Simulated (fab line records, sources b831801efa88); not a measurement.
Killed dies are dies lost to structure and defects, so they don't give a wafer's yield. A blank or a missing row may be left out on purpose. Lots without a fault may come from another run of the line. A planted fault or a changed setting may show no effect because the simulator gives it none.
Which tool did it? | flow sky130 | 10 lots, 28 wafers sampled, at 3 steps of a route of 708

WHAT THE GAUGES READ, wafer by wafer
SKY_LOCAL_INTERCONNECT_RS_MEAS_01: measures by four-point-probe.
lot  | measured     | on            | LOCAL_INTERCONNECT_TIN_RS (ohm/sq)
L901 | day 29 03:01 | film_metro-01 | 14.02 14.12 14.10
L902 | day 29 13:57 | film_metro-01 | 14.17 14.25 14.24
L903 | day 30 07:09 | film_metro-02 | 14.37 14.30 14.31
L904 | day 30 12:02 | film_metro-04 | 14.18 14.22 14.18
L911 | day 32 21:03 | film_metro-02 | 17.03 17.01
L914 | day 33 22:55 | film_metro-04 | 16.38 16.38
L916 | day 34 07:51 | film_metro-01 | 14.19 14.11 14.08
L917 | day 34 18:33 | film_metro-01 | 14.21 14.29 14.13
L921 | day 36 03:48 | film_metro-01 | 14.23 14.30 14.20
L922 | day 36 12:23 | film_metro-02 | 14.16 13.98 14.19

WHICH TOOL RAN EACH LOT (tool, then ch and the chambers of the sampled wafers, then the start)
lot  | SKY_LI_CONTACT_SPUTTER_19    | SKY_LOCAL_INTERCONNECT_SPUTTER_00
L901 | pvd_sputter-01, day 29 02:11 | pvd_sputter-02, day 29 02:56
L902 | pvd_sputter-03, day 29 13:08 | pvd_sputter-01, day 29 13:53
L903 | pvd_sputter-01, day 30 06:20 | pvd_sputter-02, day 30 07:04
L904 | pvd_sputter-04, day 30 11:14 | pvd_sputter-04, day 30 11:58
L911 | pvd_sputter-04, day 32 20:11 | pvd_sputter-04, day 32 20:55
L914 | pvd_sputter-04, day 33 22:05 | pvd_sputter-04, day 33 22:50
L916 | pvd_sputter-01, day 34 07:01 | pvd_sputter-02, day 34 07:45
L917 | pvd_sputter-04, day 34 17:41 | pvd_sputter-01, day 34 18:25
L921 | pvd_sputter-01, day 36 02:59 | pvd_sputter-04, day 36 03:44
L922 | pvd_sputter-04, day 36 11:33 | pvd_sputter-01, day 36 12:17
- SKY_LI_CONTACT_SPUTTER_19: material Ti, target thk 20 nm, time 106.37 s.
- SKY_LOCAL_INTERCONNECT_SPUTTER_00: material TiN, target thk 100 nm, time 83.3 s.

THE ANSWER, worked out from the rows above alone
Rule: what is usual is taken from the lots themselves. Put in order of their means at a reading, lots are off if they are a third of the lots or fewer, leave a main group of 4 or more, and stand apart from it by a gap of 3 or more times the standard deviation of the main group's means; of several such gaps the widest counts. A main group whose means are all the same, to the digits that the tables above print for the reading, isn't used. A lot without any number at a reading at which 4 lots or more have one is off too. The other lots that the step has rows for count as sound.
Off: L911, L914, at SKY_LOCAL_INTERCONNECT_RS_MEAS_01 (LOCAL_INTERCONNECT_TIN_RS). The main group: mean 14.19 ohm/sq, standard deviation 0.075.
A tool fits if, at a process step before that reading, it ran every lot that is off, and no sound lot after the first of them. The gauges at SKY_LOCAL_INTERCONNECT_RS_MEAS_01 are tried like those tools. None of those tried fits.

WHAT THE SIMULATOR HAD PUT IN
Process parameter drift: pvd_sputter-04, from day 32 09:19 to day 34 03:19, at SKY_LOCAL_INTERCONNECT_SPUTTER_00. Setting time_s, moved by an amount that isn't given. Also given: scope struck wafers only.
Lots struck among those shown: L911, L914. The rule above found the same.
